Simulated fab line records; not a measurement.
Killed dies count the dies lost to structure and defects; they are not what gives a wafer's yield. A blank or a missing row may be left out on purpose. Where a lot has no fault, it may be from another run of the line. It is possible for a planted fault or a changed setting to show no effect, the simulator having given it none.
Which of the tools did it? / flow sky130 / 39 wafers from 13 lots sampled at 3 of the route's 708 steps

WHAT EACH GAUGE READ, for each wafer
SKY_METAL4_CD_MEAS_13 targets a cd of 300 nm.
lot=L257; measured=day 42 06:05; on=cdSem-01; cdNm (nm)=298.1 299.0 298.7
lot=L260; measured=day 43 11:13; on=cdSem-02; cdNm (nm)=298.7 298.6 298.1
lot=L261; measured=day 43 13:32; on=cdSem-01; cdNm (nm)=300.6 301.1 300.8
lot=L262; measured=day 43 23:08; on=cdSem-01; cdNm (nm)=304.2 303.6 303.6
lot=L263; measured=day 44 07:28; on=cdSem-01; cdNm (nm)=298.6 300.7 297.7
lot=L264; measured=day 44 13:31; on=cdSem-01; cdNm (nm)=300.6 302.3 301.0
lot=L265; measured=day 45 06:31; on=cdSem-02; cdNm (nm)=303.0 302.6 304.4
lot=L266; measured=day 45 12:29; on=cdSem-02; cdNm (nm)=301.6 300.6 299.0
lot=L275; measured=day 47 00:55; on=cdSem-02; cdNm (nm)=300.6 301.1 301.5
lot=L276; measured=day 47 08:06; on=cdSem-01; cdNm (nm)=298.9 298.9 298.8
lot=L278; measured=day 47 22:17; on=cdSem-01; cdNm (nm)=299.4 302.1 297.4
lot=L277; measured=day 48 01:59; on=cdSem-01; cdNm (nm)=299.6 300.5 298.3
lot=L279; measured=day 48 04:17; on=cdSem-01; cdNm (nm)=304.0 303.1 304.0

WHICH TOOL RAN EACH LOT (tool, then ch and the chambers of the sampled wafers, then the start)
lot=L257; SKY_SPACER_CVD_00=lpcvd-02 ch 0, day 23 03:29; SKY_CAP2M_CVD_00=pecvd-02 ch 0,1,2, day 40 03:44
lot=L260; SKY_SPACER_CVD_00=lpcvd-02 ch 0, day 24 19:21; SKY_CAP2M_CVD_00=pecvd-02 ch 0,1, day 41 10:49
lot=L261; SKY_SPACER_CVD_00=lpcvd-02 ch 0, day 24 20:34; SKY_CAP2M_CVD_00=pecvd-04 ch 1,2, day 41 13:39
lot=L262; SKY_SPACER_CVD_00=lpcvd-02 ch 1, day 25 10:22; SKY_CAP2M_CVD_00=pecvd-03 ch 0,2, day 41 23:14
lot=L263; SKY_SPACER_CVD_00=lpcvd-02 ch 1, day 25 22:08; SKY_CAP2M_CVD_00=pecvd-04 ch 0,1,2, day 42 10:20
lot=L264; SKY_SPACER_CVD_00=lpcvd-02 ch 1, day 26 07:31; SKY_CAP2M_CVD_00=pecvd-02 ch 0,1,2, day 42 14:45
lot=L265; SKY_SPACER_CVD_00=lpcvd-02 ch 1, day 27 03:30; SKY_CAP2M_CVD_00=pecvd-04 ch 0,2, day 43 10:05
lot=L266; SKY_SPACER_CVD_00=lpcvd-02 ch 1, day 27 10:31; SKY_CAP2M_CVD_00=pecvd-02 ch 0,1, day 43 14:55
lot=L275; SKY_SPACER_CVD_00=lpcvd-02 ch 0, day 29 16:40; SKY_CAP2M_CVD_00=pecvd-03 ch 0,2, day 45 06:16
lot=L276; SKY_SPACER_CVD_00=lpcvd-02 ch 1, day 29 23:32; SKY_CAP2M_CVD_00=pecvd-03 ch 0,1,2, day 45 13:23
lot=L278; SKY_SPACER_CVD_00=lpcvd-02 ch 1, day 30 20:26; SKY_CAP2M_CVD_00=pecvd-03 ch 0,1,2, day 46 04:26
lot=L277; SKY_SPACER_CVD_00=lpcvd-02 ch 1, day 30 23:44; SKY_CAP2M_CVD_00=pecvd-03 ch 1,2, day 46 08:56
lot=L279; SKY_SPACER_CVD_00=lpcvd-02 ch 1, day 30 23:44; SKY_CAP2M_CVD_00=pecvd-03 ch 0,1,2, day 46 11:25
- SKY_SPACER_CVD_00: deposits Si3N4 from DCS/NH3, target thk 43.1 nm, time 740 s.
- SKY_CAP2M_CVD_00: deposits SiO2, target thk 15.5 nm.

AS READ BY THE TOOLS THEMSELVES (means over the sampled wafers that have a number; for cases with no such wafer, the mark the record gives instead)
SKY_SPACER_CVD_00.
lot=L257; tool=lpcvd-02; spikeTcUpperC (C)=768.2; zonePowerCentrePct (%)=12.30
lot=L260; tool=lpcvd-02; spikeTcUpperC (C)=767.8; zonePowerCentrePct (%)=12.33
lot=L261; tool=lpcvd-02; spikeTcUpperC (C)=767.7; zonePowerCentrePct (%)=12.30
lot=L262; tool=lpcvd-02; spikeTcUpperC (C)=769.8; zonePowerCentrePct (%)=12.70
lot=L263; tool=lpcvd-02; spikeTcUpperC (C)=770.5; zonePowerCentrePct (%)=12.66
lot=L264; tool=lpcvd-02; spikeTcUpperC (C)=770.5; zonePowerCentrePct (%)=12.51
lot=L265; tool=lpcvd-02; spikeTcUpperC (C)=770.8; zonePowerCentrePct (%)=12.72
lot=L266; tool=lpcvd-02; spikeTcUpperC (C)=770.5; zonePowerCentrePct (%)=12.56
lot=L275; tool=lpcvd-02; spikeTcUpperC (C)=769.3; zonePowerCentrePct (%)=12.34
lot=L276; tool=lpcvd-02; spikeTcUpperC (C)=770.5; zonePowerCentrePct (%)=12.59
lot=L278; tool=lpcvd-02; spikeTcUpperC (C)=770.2; zonePowerCentrePct (%)=12.70
lot=L277; tool=lpcvd-02; spikeTcUpperC (C)=770.4; zonePowerCentrePct (%)=12.77
lot=L279; tool=lpcvd-02; spikeTcUpperC (C)=771.0; zonePowerCentrePct (%)=12.82

SKY_CAP2M_CVD_00.
lot=L257; tool=pecvd-02; heaterPowerW (W)=784
lot=L260; tool=pecvd-02; heaterPowerW (W)=742
lot=L261; tool=pecvd-04; heaterPowerW (W)=676
lot=L262; tool=pecvd-03; heaterPowerW (W)=718
lot=L263; tool=pecvd-04; heaterPowerW (W)=752
lot=L264; tool=pecvd-02; heaterPowerW (W)=781
lot=L265; tool=pecvd-04; heaterPowerW (W)=754
lot=L266; tool=pecvd-02; heaterPowerW (W)=789
lot=L275; tool=pecvd-03; heaterPowerW (W)=749
lot=L276; tool=pecvd-03; heaterPowerW (W)=762
lot=L278; tool=pecvd-03; heaterPowerW (W)=774
lot=L277; tool=pecvd-03; heaterPowerW (W)=819
lot=L279; tool=pecvd-03; heaterPowerW (W)=770

THE ANSWER, worked out from the rows above alone
Rule: the lots themselves supply what counts as usual. Put in order of their means at a reading, lots are off if they are a third of the lots or fewer, leave a main group of 4 or more, and stand apart from it by a gap of 3 or more times the standard deviation of the main group's means; of several such gaps the widest counts. If all means in a main group match to the digits the tables above print for the reading, that group is not used. A lot without any number at a reading at which 4 lots or more have one is off too. All remaining lots with rows at the step are treated as sound. The gauges are gone through in route order, then the tools' own readings, and for those a lot's mean is taken as printed above. The first step at which some lot is off is used, and at that step the reading that is off furthest; a lot without a number counts as furthest.
No lot is off on any of the readings shown, so nothing can be concluded from this.

WHAT THE SIMULATOR PUT IN
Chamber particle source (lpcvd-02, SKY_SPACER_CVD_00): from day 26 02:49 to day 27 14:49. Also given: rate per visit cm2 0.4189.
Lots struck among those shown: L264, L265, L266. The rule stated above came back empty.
